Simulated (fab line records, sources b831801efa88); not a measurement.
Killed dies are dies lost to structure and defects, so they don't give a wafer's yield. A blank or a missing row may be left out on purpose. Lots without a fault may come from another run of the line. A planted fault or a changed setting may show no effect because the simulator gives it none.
A struck lot beside a sound one | flow sfq_line | 15 steps out of a route of 325
Sound: wafers L368.2, L368.3, L368.5. Struck: wafer L379.5. (L379.3, L379.6 of the same lot were not struck and are left out.) The cause comes at the end.
At each step with rows: each side's tool, then ch and its chambers, then its first start. Under that, the readings that differ: sound wafers | struck wafers | difference of the means | sigmas: that difference in standard deviations of wafers without a fault.
alike: readings whose means differ by less than 2 such deviations, and words and numbers that are the same on both sides. not compared: withheld readings, readings that some wafer has no value for, bounds like >300 that may hide the same value, and numbers for which the record gives no deviation and whose values overlap.
The two part at a step that has a row with sigmas, a row that says differs or no value, or rows on one side only. Numbers that don't overlap but have no deviation are shown without sigmas and don't part them. A reading that every wafer of one side lacks parts them only if that side has two wafers or more.

first, 1 step without rows for these wafers: SFQ_TRILAYER_M4_STRIP_SOLV_CLEAN_098 (cleans in NMP, time 600 s).
SFQ_TRILAYER_I4_DEP_PECVD_099: deposits SiO2 from SiH4/N2O, time 111.11 s, target thk 500 nm.
  sound on pecvd-04 ch 0,1, day 36 23:47; struck on pecvd-02 ch 2, day 47 23:17
  alike: heater_power_w, throttle_valve_pct
  not compared: since_wet_clean_h
SFQ_TRILAYER_I4_CMP_CMP_100: polishes SiO2.
  sound on cmp-02 ch 0,1,3, day 37 06:30; struck on cmp-02 ch 0, day 48 21:35
  alike: head_pressure_psi, motor_current_A, time_to_endpoint_s
SFQ_I4_BOW_MEAS_927:
  sound on film_metro-02, day 37 09:31; struck on film_metro-02, day 48 23:07
  alike: I4_BOW
SFQ_TRILAYER_I4_METRO_MEASURE_101:
  sound on film_metro-02, day 37 09:49; struck on film_metro-02, day 48 23:36
  alike: thk_nm
then, 6 steps without rows for these wafers: SFQ_TRILAYER_I4_VIA_LITHO_COAT_108 (resist thk 62 nm); SFQ_TRILAYER_I4_VIA_LITHO_COAT_103 (resist thk 650 nm); SFQ_TRILAYER_I4_VIA_LITHO_SOFTBAKE_107; SFQ_TRILAYER_I4_VIA_LITHO_EXPOSE_104 (exposes mask I4, target cd 700 nm); SFQ_TRILAYER_I4_VIA_LITHO_PEB_106 (peb time 60 s); SFQ_TRILAYER_I4_VIA_LITHO_DEVELOP_105 (time 60 s).
-- the record jumps here: 5 days lie between the struck wafers' starts before and after --
SFQ_I4_OVL_MEAS_928:
  sound on overlay-01, day 43 10:23; struck on overlay-01, day 54 07:44
  alike: I4_OVL
SFQ_TRILAYER_I4_VIA_BARC_OPEN_VIA_ETCH_146: etches BARC in O2, target depth 125 nm, time 41.7 s.
  sound on rie_diel-03 ch 0,2,3, day 43 10:25; struck on rie_diel-03 ch 1, day 54 07:45
  reading                                                 | sound             | struck | difference | sigmas
  model.KrF_of_TRILAYER_I4_VIA_LITHO_COAT_103.thk_nm (nm) | 570.8 573.9 572.3 | 586.8  | +14.5      |
  alike: drypump_motor_current_A, oes_product_au
  not compared: rf_hours_counter_h
SFQ_TRILAYER_I4_VIA_ETCH_VIA_ETCH_106: etches SiO2 in CHF3, stops on Nb, target depth 260 nm.
  sound on rie_diel-03 ch 0,2,3, day 43 10:28; struck on rie_diel-03 ch 1, day 54 07:47
  reading                                                 | sound             | struck | difference | sigmas
  model.KrF_of_TRILAYER_I4_VIA_LITHO_COAT_103.thk_nm (nm) | 526.2 529.6 526.9 | 542.8  | +15.2      |
  alike: drypump_motor_current_A, oes_product_au
SFQ_TRILAYER_I4_VIA_STRIP_STRIP_107: strips in O2.
  sound on rie_metal-02 ch 0,1, day 43 10:34; struck on rie_metal-02 ch 0, day 54 08:06
  alike: drypump_motor_current_A, he_backside_leak_sccm, oes_product_au
  not compared: rf_hours_counter_h

WHERE THEY PART
Nowhere in this record.

WHY: what the simulator had put in
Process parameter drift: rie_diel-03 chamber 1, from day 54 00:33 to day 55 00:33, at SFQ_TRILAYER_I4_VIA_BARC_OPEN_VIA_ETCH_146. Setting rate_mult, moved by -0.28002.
